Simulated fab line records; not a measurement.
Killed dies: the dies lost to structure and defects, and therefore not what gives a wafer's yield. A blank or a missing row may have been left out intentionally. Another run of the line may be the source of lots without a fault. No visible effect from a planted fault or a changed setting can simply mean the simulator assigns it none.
Struck lot and sound lot, side by side || flow sky130 || 35 out of 708 route steps
Sound: wafers L558.1, L558.2, L558.4. Struck: wafer L571.4 (left out: L571.3, L571.6 of the same lot, which were not struck); the cause appears at the end.
For every step that has rows: the tool of each side, followed by ch and its chambers, followed by its first start. Under that, the readings that differ: sound wafers || struck wafers || difference of the means || sigmas: that difference in standard deviations of wafers without a fault.
alike: readings whose means differ by less than 2 such deviations, and words and numbers that are the same on both sides. not compared: withheld readings, readings that some wafer has no value for, bounds like >300 that may hide the same value, and numbers for which the record gives no deviation and whose values overlap.
Wherever a step has rows on one side only, a row that says differs or no value, or a row with sigmas, the two part there. Non-overlapping numbers with no deviation appear without sigmas and do not part them. Lack of a reading on every wafer of one side parts them only where that side has two or more wafers.

first, 4 steps without rows for these wafers: SKY_METAL5_SOFTBAKE_10 (time 60 s); SKY_METAL5_EXPOSE_11 (exposes mask MM5, target cd 1600 nm); SKY_METAL5_PEB_12; SKY_METAL5_DEVELOP_13 (develop time 60 s).
SKY_METAL5_DESCUM_14: chemistry O2, time 11 s.
  sound on rie-metal-01 ch 0,1, day 44 02:16; struck on rie-metal-02 ch 1, day 47 06:26
{"reading": "oes-product-au (a.u.)", "sound": "1.006 0.985 0.989", "struck": 1.009, "difference": "+0.016", "sigmas": "+2"}
  alike: drypump-motor-current-A
  not compared: rf-hours-counter-h
SKY_METAL5_METAL_ETCH_15: etches the open film in Cl2/BCl3, stops on SiO2, target depth 1260 nm, time 252 s.
  sound on rie-metal-01 ch 0,1, day 44 02:18; struck on rie-metal-02 ch 1, day 47 06:32
  alike: drypump-motor-current-A, mfc-cl2-sccm, oes-product-au, throttle-valve-pct
  not compared: rf-hours-counter-h
SKY_METAL5_STRIP_16: strips in O2/N2.
  sound on plasma-asher-04 ch 0,1, day 44 02:32; struck on plasma-asher-02 ch 0, day 47 06:44
{"reading": "strip-time-to-endpoint-s (s)", "sound": "13.22 13.29 13.32", "struck": 13.01, "difference": -0.27, "sigmas": -2}
  alike: drypump-motor-current-A, oes-product-au
  not compared: rf-hours-counter-h
then, 4 steps without rows for these wafers: SKY_METAL5_STRIP_17 (strips in post etch residue remover, time 1200 s); SKY_METAL5_CLEAN_18 (cleans in IPA, time 180 s); SKY_METAL5_CLEAN_19 (cleans in O3/DIW); SKY_PASSIVATION_CVD_00 (deposits SiO2, target thk 90 nm).
SKY_PASSIVATION_THK_MEAS_01:
  sound on film-metro-02 at day 44 03:10; struck on film-metro-02 at day 47 07:20
{"reading": "PASSIVATION_CVD_00_THK (nm)", "sound": "87.6 87.4 90.0", "struck": 90.9, "difference": "+2.6", "sigmas": "+2"}
SKY_PASSIVATION_CVD_02: deposits Si3N4, target thk 540 nm.
  sound on pecvd-02 ch 0,1,2, day 44 03:13; struck on pecvd-01 ch 1, day 47 07:22
{"reading": "rf-fwd-power-W (W)", "sound": "449.8 449.2 449.5", "struck": 377.9, "difference": -71.6, "sigmas": -51}
{"reading": "model.Si3N4_of_PASSIVATION_CVD_02.thk-nm (nm)", "sound": "540.1 534.4 544.5", "struck": 510.6, "difference": -29.1, "sigmas": ""}
  alike: heater-power-w, susceptor-temp-C
SKY_PASSIVATION_THK_MEAS_03:
  sound on film-metro-04 at day 44 03:26; struck on film-metro-04 at day 47 07:37
{"reading": "PASSIVATION_CVD_02_THK (nm)", "sound": "540 534 544", "struck": 510, "difference": -29, "sigmas": -5}
then, 7 steps without rows for these wafers: SKY_PASSIVATION_DEHYDRATE_04 (time 60 s); SKY_PASSIVATION_HMDS_05 (prime time 60 s); SKY_PASSIVATION_COAT_06 (resist thk 3000 nm); SKY_PASSIVATION_SOFTBAKE_07; SKY_PASSIVATION_EXPOSE_08 (exposes mask NSM, target cd 3000 nm); SKY_PASSIVATION_PEB_09; SKY_PASSIVATION_DEVELOP_10 (develop time 60 s).
SKY_PASSIVATION_ETCH_11: etches the open film in CF4/O2, stops on AlCu, target depth 725 nm, time 161.1 s.
  sound on rie-diel-04 ch 1,2,3, day 45 01:19; struck on rie-diel-04 ch 2, day 48 03:07
{"reading": "oes-product-au (a.u.)", "sound": "0.971 0.979 0.979", "struck": 0.959, "difference": -0.017, "sigmas": -3}
{"reading": "model.etch.depth-nm (nm)", "sound": "701.6 695.4 709.2", "struck": 676, "difference": -26, "sigmas": ""}
{"reading": "model.PASSIVATION.feature-depth-nm (nm)", "sound": "701.6 695.4 709.2", "struck": 676, "difference": -26, "sigmas": ""}
  alike: drypump-motor-current-A, throttle-valve-pct
  not compared: rf-hours-counter-h
SKY_PASSIVATION_STRIP_12: strips in O2/N2.
  sound on plasma-asher-04 ch 0,1, day 45 01:25; struck on plasma-asher-01 ch 0, day 48 03:15
  alike: drypump-motor-current-A, oes-product-au, strip-time-to-endpoint-s
  not compared: rf-hours-counter-h
then, 7 steps without rows for these wafers: SKY_PAD_OPEN_DEHYDRATE_00 (time 60 s); SKY_PAD_OPEN_HMDS_01 (prime time 60 s); SKY_PAD_OPEN_COAT_02 (resist thk 3000 nm); SKY_PAD_OPEN_SOFTBAKE_03; SKY_PAD_OPEN_EXPOSE_04 (exposes mask PDM, target cd 60000 nm); SKY_PAD_OPEN_PEB_05; SKY_PAD_OPEN_DEVELOP_06 (develop time 60 s).
SKY_PAD_OPEN_ETCH_07: etches the open film in CF4/O2, stops on AlCu, target depth 725 nm, time 161.1 s.
  sound on rie-diel-01 ch 0,1,3, day 45 22:58; struck on rie-diel-03 ch 1, day 48 20:37
{"reading": "oes-product-au (a.u.)", "sound": "0.975 0.971 0.990", "struck": 0.956, "difference": -0.023, "sigmas": -3}
{"reading": "rf-hours-counter-h (h)", "sound": "23 33 19", "struck": 7, "difference": -18, "sigmas": ""}
{"reading": "model.PAD_OPEN.feature-depth-nm (nm)", "sound": "701.6 695.4 709.2", "struck": 676, "difference": -26, "sigmas": ""}
{"reading": "model.etch.depth-nm (nm)", "sound": "701.6 695.4 709.2", "struck": 676, "difference": -26, "sigmas": ""}
  alike: drypump-motor-current-A, throttle-valve-pct
SKY_PAD_OPEN_STRIP_08: strips in O2/N2.
  sound on plasma-asher-01 ch 0,1, day 45 23:04; struck on plasma-asher-04 ch 1, day 48 20:45
  alike: drypump-motor-current-A, oes-product-au, strip-time-to-endpoint-s
  not compared: rf-hours-counter-h
SKY_PAD_OPEN_STRIP_09: strips in post etch residue remover, time 1200 s.
  sound on wet-bench-02 ch 1, day 45 23:10; struck on wet-bench-03 ch 1, day 48 20:49
{"reading": "model.Si3N4_of_PASSIVATION_CVD_02.thk-nm (nm)", "sound": "539.7 534 544.1", "struck": 510.3, "difference": -29.0, "sigmas": ""}
then, 1 step without rows for these wafers: SKY_PAD_OPEN_CLEAN_10 (cleans in IPA, time 180 s).
SKY_PAD_OPEN_PROBE_99:
  rows exist in the record for the struck wafers here (prober-01, day 48 23:05), but not for the sound ones

WHERE THEY PART
Earliest at SKY_METAL5_DESCUM_14; latest, in this record, at SKY_PAD_OPEN_PROBE_99.

WHY: the cause the simulator had injected
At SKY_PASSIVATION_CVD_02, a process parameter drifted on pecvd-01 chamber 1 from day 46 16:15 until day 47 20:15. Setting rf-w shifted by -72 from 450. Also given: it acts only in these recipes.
